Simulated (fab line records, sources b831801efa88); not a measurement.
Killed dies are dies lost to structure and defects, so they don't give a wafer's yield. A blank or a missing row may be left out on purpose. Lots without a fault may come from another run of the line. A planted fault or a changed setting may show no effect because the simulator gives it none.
Which tool did it? | flow sfq_line | 13 lots, 39 wafers sampled, at 7 steps of a route of 325

WHAT THE GAUGES READ, wafer by wafer
SFQ_INCOMING_BOW_MEAS_900.
lot  | measured    | on            | INCOMING_BOW (um)
L733 | day 1 10:01 | film_metro-02 | 0 -7 -5
L734 | day 1 15:02 | film_metro-02 | -9 -8 -4
L736 | day 2 01:00 | film_metro-02 | 2 -5 -1
L737 | day 2 06:02 | film_metro-01 | 6 -6 2
L741 | day 3 02:00 | film_metro-01 | -7 -13 1
L744 | day 3 17:01 | film_metro-03 | -5 1 15
L748 | day 4 13:00 | film_metro-03 | -11 4 10
L750 | day 4 23:01 | film_metro-03 | 4 -3 -16
L751 | day 5 04:00 | film_metro-03 | -9 7 1
L753 | day 5 14:01 | film_metro-03 | -3 -5 2
L754 | day 5 19:01 | film_metro-03 | -1 7 0
L755 | day 6 00:02 | film_metro-02 | -2 -4 -5
L756 | day 6 05:00 | film_metro-03 | 1 9 -4

SFQ_M1_OVL_MEAS_911.
lot  | measured     | on         | M1_OVL (nm)
L733 | day 18 13:20 | overlay-02 | 3 5 8
L734 | day 18 16:56 | overlay-01 | 2 -3 7
L736 | day 18 19:19 | overlay-01 | 3 -3 -4
L737 | day 18 21:44 | overlay-01 | -7 -5 -6
L741 | day 19 06:07 | overlay-02 | -2 -6 -7
L744 | day 19 16:18 | overlay-01 | -4 2 0
L748 | day 20 09:05 | overlay-02 | 5 6 2
L750 | day 20 11:30 | overlay-01 | 1 5 7
L751 | day 20 12:41 | overlay-01 | 9 6 9
L753 | day 22 07:33 | overlay-02 | 5 -1 0
L754 | day 34 12:29 | overlay-02 | -6 -3 -6
L755 | day 34 16:06 | overlay-02 | -2 9 0
L756 | day 35 00:29 | overlay-01 | 0 4 -4

SFQ_I1_BOW_MEAS_912.
lot  | measured     | on            | I1_BOW (um)
L733 | day 18 17:25 | film_metro-04 | 0 -7 -5
L734 | day 18 21:02 | film_metro-01 | -12 -11 -8
L736 | day 18 23:59 | film_metro-02 | 3 -4 0
L737 | day 19 01:50 | film_metro-04 | 2 -8 -2
L741 | day 19 10:14 | film_metro-04 | 7 1 13
L744 | day 19 20:23 | film_metro-02 | -7 -1 13 - - -
L748 | day 20 13:13 | film_metro-02 | -6 7 16
L750 | day 20 16:14 | film_metro-01 | 2 -3 -18
L751 | day 20 19:13 | film_metro-01 | -8 7 2
L753 | day 22 13:14 | film_metro-02 | -5 -6 0
L754 | day 35 13:13 | film_metro-02 | -5 5 -4
L755 | day 35 18:44 | film_metro-04 | -8 -9 -11
L756 | day 36 06:42 | film_metro-01 | 5 13 -1

SFQ_M2_OVL_MEAS_916.
lot  | measured     | on         | M2_OVL (nm)
L733 | day 32 03:43 | overlay-01 | 1 3 -3
L734 | day 32 06:07 | overlay-01 | 5 3 5
L736 | day 32 10:54 | overlay-01 | 9 14 12
L737 | day 32 12:07 | overlay-02 | 5 0 -3
L741 | day 32 20:30 | overlay-02 | 4 1 -7
L744 | day 33 06:29 | overlay-01 | -1 1 4
L748 | day 33 12:29 | overlay-01 | 0 5 0
L750 | day 33 14:53 | overlay-02 | 10 4 1
L751 | day 33 16:42 | overlay-01 | -2 5 -5
L753 | day 33 19:07 | overlay-01 | 2 4 0
L754 | day 40 03:35 | overlay-02 | 0 -2 2
L755 | day 40 16:20 | overlay-01 | -2 7 2
L756 | day 41 16:20 | overlay-02 | 10 6 6

WHICH TOOL RAN EACH LOT (tool, then ch and the chambers of the sampled wafers, then the start)
lot  | SFQ_TRILAYER_I1_CMP_CMP_046   | SFQ_TRILAYER_I1_METRO_MEASURE_047 | SFQ_TRILAYER_I1_VIA_ETCH_VIA_ETCH_052
L733 | cmp-01 ch 1,2,3, day 18 14:23 | film_metro-04, day 18 17:43       | rie_diel-04 ch 0,1,2, day 24 21:16
L734 | cmp-02 ch 0,1, day 18 17:59   | film_metro-01, day 18 21:31       | rie_diel-01 ch 1,2,3, day 24 23:40
L736 | cmp-02 ch 0,1,3, day 18 21:59 | film_metro-02, day 19 00:07       | rie_diel-04 ch 2,3, day 25 03:16
L737 | cmp-01 ch 0,1,2, day 18 22:47 | film_metro-04, day 19 02:19       | rie_diel-01 ch 0,1, day 25 04:28
L741 | cmp-01 ch 0,1,2, day 19 07:44 | film_metro-04, day 19 10:21       | rie_diel-03 ch 2,3, day 25 12:52
L744 | cmp-01 ch 0,1, day 19 17:52   | film_metro-02, day 20 00:32       | rie_diel-03 ch 0,1,3, day 25 21:16
L748 | cmp-02 ch 0,1,3, day 20 11:13 | film_metro-02, day 20 13:20       | rie_diel-01 ch 2,3, day 26 16:35
L750 | cmp-02 ch 0,2,3, day 20 13:43 | film_metro-01, day 20 16:32       | rie_diel-01 ch 0,1,3, day 26 21:23
L751 | cmp-02 ch 0,1,2, day 20 17:43 | film_metro-01, day 20 19:20       | rie_diel-04 ch 0,2,3, day 26 23:20
L753 | cmp-02 ch 0,1, day 22 10:13   | film_metro-02, day 22 13:32       | rie_diel-04 ch 0,2,3, day 27 01:44
L754 | cmp-02 ch 1,2,3, day 35 10:12 | film_metro-02, day 35 13:31       | rie_diel-03 ch 1,2,3, day 39 23:12
L755 | cmp-01 ch 0,1,2, day 35 16:42 | film_metro-04, day 35 19:13       | rie_diel-01 ch 0,3, day 40 03:48
L756 | cmp-01 ch 0,2, day 36 04:12   | film_metro-01, day 36 06:49       | rie_diel-04 ch 0,3, day 40 14:36
- SFQ_TRILAYER_I1_CMP_CMP_046: polishes SiO2.
- SFQ_TRILAYER_I1_METRO_MEASURE_047
- SFQ_TRILAYER_I1_VIA_ETCH_VIA_ETCH_052: etches SiO2 in CHF3, stops on Nb, target depth 260 nm.

WHAT THE TOOLS THEMSELVES READ (means of the sampled wafers that have a number; where no wafer has one, the mark that the record gives instead)
SFQ_TRILAYER_I1_CMP_CMP_046.
lot  | tool   | edge_zone_pressure_frac | motor_current_A (A) | time_to_endpoint_s (s)
L733 | cmp-01 | 0.998                   | 9.8                 | 218
L734 | cmp-02 | 1.002                   | 9.3                 | 216
L736 | cmp-02 | 1.000                   | 9.9                 | 222
L737 | cmp-01 | 0.997                   | 10.2                | 213
L741 | cmp-01 | 1.000                   | 10.3                | 212
L744 | cmp-01 | 1.000                   | 10.7                | 235
L748 | cmp-02 | 0.996                   | 10.3                | 211
L750 | cmp-02 | 0.996                   | 10.1                | 213
L751 | cmp-02 | 0.994                   | 9.1                 | 213
L753 | cmp-02 | 1.001                   | 9.0                 | 214
L754 | cmp-02 | 1.002                   | 9.8                 | 220
L755 | cmp-01 | 0.997                   | 10.1                | 208
L756 | cmp-01 | 0.998                   | 10.5                | 192

SFQ_TRILAYER_I1_METRO_MEASURE_047.
lot  | tool          | thk_nm (nm)
L733 | film_metro-04 | 199.3
L734 | film_metro-01 | 199.6
L736 | film_metro-02 | 199.3
L737 | film_metro-04 | 198.7
L741 | film_metro-04 | 198.8
L744 | film_metro-02 | 234.7
L748 | film_metro-02 | 199.5
L750 | film_metro-01 | 199.4
L751 | film_metro-01 | 199.0
L753 | film_metro-02 | 199.6
L754 | film_metro-02 | 201.7
L755 | film_metro-04 | 198.7
L756 | film_metro-01 | 198.8

SFQ_TRILAYER_I1_VIA_ETCH_VIA_ETCH_052.
lot  | tool        | drypump_motor_current_A (A) | oes_product_au (a.u.)
L733 | rie_diel-04 | 5.6                         | 0.855
L734 | rie_diel-01 | 5.7                         | 0.856
L736 | rie_diel-04 | 4.8                         | 0.857
L737 | rie_diel-01 | 5.3                         | 0.847
L741 | rie_diel-03 | 5.8                         | 0.853
L744 | rie_diel-03 | 5.7                         | 0.908
L748 | rie_diel-01 | 5.9                         | 0.851
L750 | rie_diel-01 | 5.5                         | 0.850
L751 | rie_diel-04 | 5.3                         | 0.854
L753 | rie_diel-04 | 5.4                         | 0.856
L754 | rie_diel-03 | 5.7                         | 0.859
L755 | rie_diel-01 | 5.6                         | 0.849
L756 | rie_diel-04 | 6.1                         | 0.848

THE ANSWER, worked out from the rows above alone
Rule: what is usual is taken from the lots themselves. Put in order of their means at a reading, lots are off if they are a third of the lots or fewer, leave a main group of 4 or more, and stand apart from it by a gap of 3 or more times the standard deviation of the main group's means; of several such gaps the widest counts. A main group whose means are all the same, to the digits that the tables above print for the reading, isn't used. A lot without any number at a reading at which 4 lots or more have one is off too. The other lots that the step has rows for count as sound. The gauges are gone through in route order, then the tools' own readings, and for those a lot's mean is taken as printed above. The first step at which some lot is off is used, and at that step the reading that is off furthest; a lot without a number counts as furthest.
Off: L744, at SFQ_TRILAYER_I1_METRO_MEASURE_047 (thk_nm). The main group: mean 199.4 nm, standard deviation 0.78.
A tool fits if, at that step or a process step before it, it ran every lot that is off, and no sound lot after the first of them. None of those tried fits.

WHAT THE SIMULATOR HAD PUT IN
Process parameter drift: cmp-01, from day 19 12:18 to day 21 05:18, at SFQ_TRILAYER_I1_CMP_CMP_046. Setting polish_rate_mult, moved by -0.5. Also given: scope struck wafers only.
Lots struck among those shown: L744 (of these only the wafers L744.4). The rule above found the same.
